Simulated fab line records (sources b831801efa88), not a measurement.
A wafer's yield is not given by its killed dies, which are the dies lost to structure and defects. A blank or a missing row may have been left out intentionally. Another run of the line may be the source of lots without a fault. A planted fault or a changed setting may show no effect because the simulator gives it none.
The tool behind it: which one?	flow sky130	13 lots, 39 wafers sampled, at 2 steps of a route of 708

== WHAT THE GAUGES READ, wafer by wafer ==
SKY_SONOS_ONO_CD_MEAS_13 targets a cd of 410 nm.
lot	measured	on	cdNm (nm)
L634	day 12 14:38	cdSem-01	413.8 411.8 411.4
L635	day 12 22:35	cdSem-02	408.1 406.4 405.4
L636	day 13 12:37	cdSem-01	409.2 407.9 406.6
L637	day 13 16:29	cdSem-02	407.9 409.7 408.3
L641	day 15 01:35	cdSem-02	410.6 411.1 411.6
L642	day 15 13:31	cdSem-01	405.3 407.7 405.7
L644	day 16 11:16	cdSem-01	410.3 409.6 407.2
L649	day 18 06:17	cdSem-01	410.2 412.2 411.3
L651	day 18 20:59	cdSem-02	407.2 406.1 408.5
L652	day 18 23:42	cdSem-01	409.0 409.2 409.1
L653	day 19 02:11	cdSem-02	410.6 413.3 411.5
L654	day 19 11:20	cdSem-02	408.7 406.5 407.8
L656	day 20 06:28	cdSem-02	407.3 409.5 409.9

== TOOL THAT RAN EACH LOT (tool first, then ch and the chambers of the sampled wafers, then the start) ==
lot	SKY_SONOS_TUNNEL_SOFTBAKE_03
L634	lithoTrack-02 ch 0, day 10 20:23
L635	lithoTrack-03 ch 0, day 11 03:10
L636	lithoTrack-04 ch 0, day 11 17:00
L637	lithoTrack-03 ch 0, day 11 17:53
L641	lithoTrack-04 ch 0, day 13 02:39
L642	lithoTrack-04 ch 0, day 13 15:03
L644	lithoTrack-04 ch 0, day 14 12:28
L649	lithoTrack-04 ch 0, day 15 15:09
L651	lithoTrack-04 ch 0, day 16 17:06
L652	lithoTrack-03 ch 0, day 16 19:20
L653	lithoTrack-03 ch 0, day 17 00:23
L654	lithoTrack-02 ch 0, day 17 09:11
L656	lithoTrack-04 ch 0, day 18 02:33
- SKY_SONOS_TUNNEL_SOFTBAKE_03: time 61.83 s.

== WHAT THE TOOLS THEMSELVES READ (means of the sampled wafers that have a number; where no wafer has one, the mark that the record gives instead) ==
SKY_SONOS_TUNNEL_SOFTBAKE_03.
lot	tool	plateSensorTCentreC (C)	plateSensorTEdgeC (C)
L634	lithoTrack-02	90.756	90.827
L635	lithoTrack-03	90.755	90.834
L636	lithoTrack-04	90.758	90.830
L637	lithoTrack-03	90.744	90.838
L641	lithoTrack-04	90.758	90.837
L642	lithoTrack-04	90.760	90.828
L644	lithoTrack-04	90.751	90.820
L649	lithoTrack-04	90.763	90.835
L651	lithoTrack-04	90.765	90.836
L652	lithoTrack-03	90.762	90.834
L653	lithoTrack-03	90.749	90.829
L654	lithoTrack-02	90.760	90.833
L656	lithoTrack-04	90.767	90.825

== THE ANSWER, worked out from the rows above alone ==
Rule: the lots themselves supply what counts as usual. The widest of any qualifying gaps counts: lots, ordered by their means at a reading, are off when they make up no more than a third of the lots, leave a main group of 4 or more, and stand apart from it by 3 or more times the standard deviation of that group's means. Not used: any main group whose means are identical at the precision the tables above print for the reading. A lot without any number at a reading at which 4 lots or more have one is off too. Where the step has rows for the other lots, those lots are counted as sound. Order of review: gauges by route order, followed by the tools' own readings, for which a lot's mean as printed above is used. The first step at which some lot is off is used, and at that step the reading that is off furthest; a lot without a number counts as furthest.
No lot is off on any of the readings shown, so nothing can be concluded from this.

== WHAT WAS PUT IN BY THE SIMULATOR ==
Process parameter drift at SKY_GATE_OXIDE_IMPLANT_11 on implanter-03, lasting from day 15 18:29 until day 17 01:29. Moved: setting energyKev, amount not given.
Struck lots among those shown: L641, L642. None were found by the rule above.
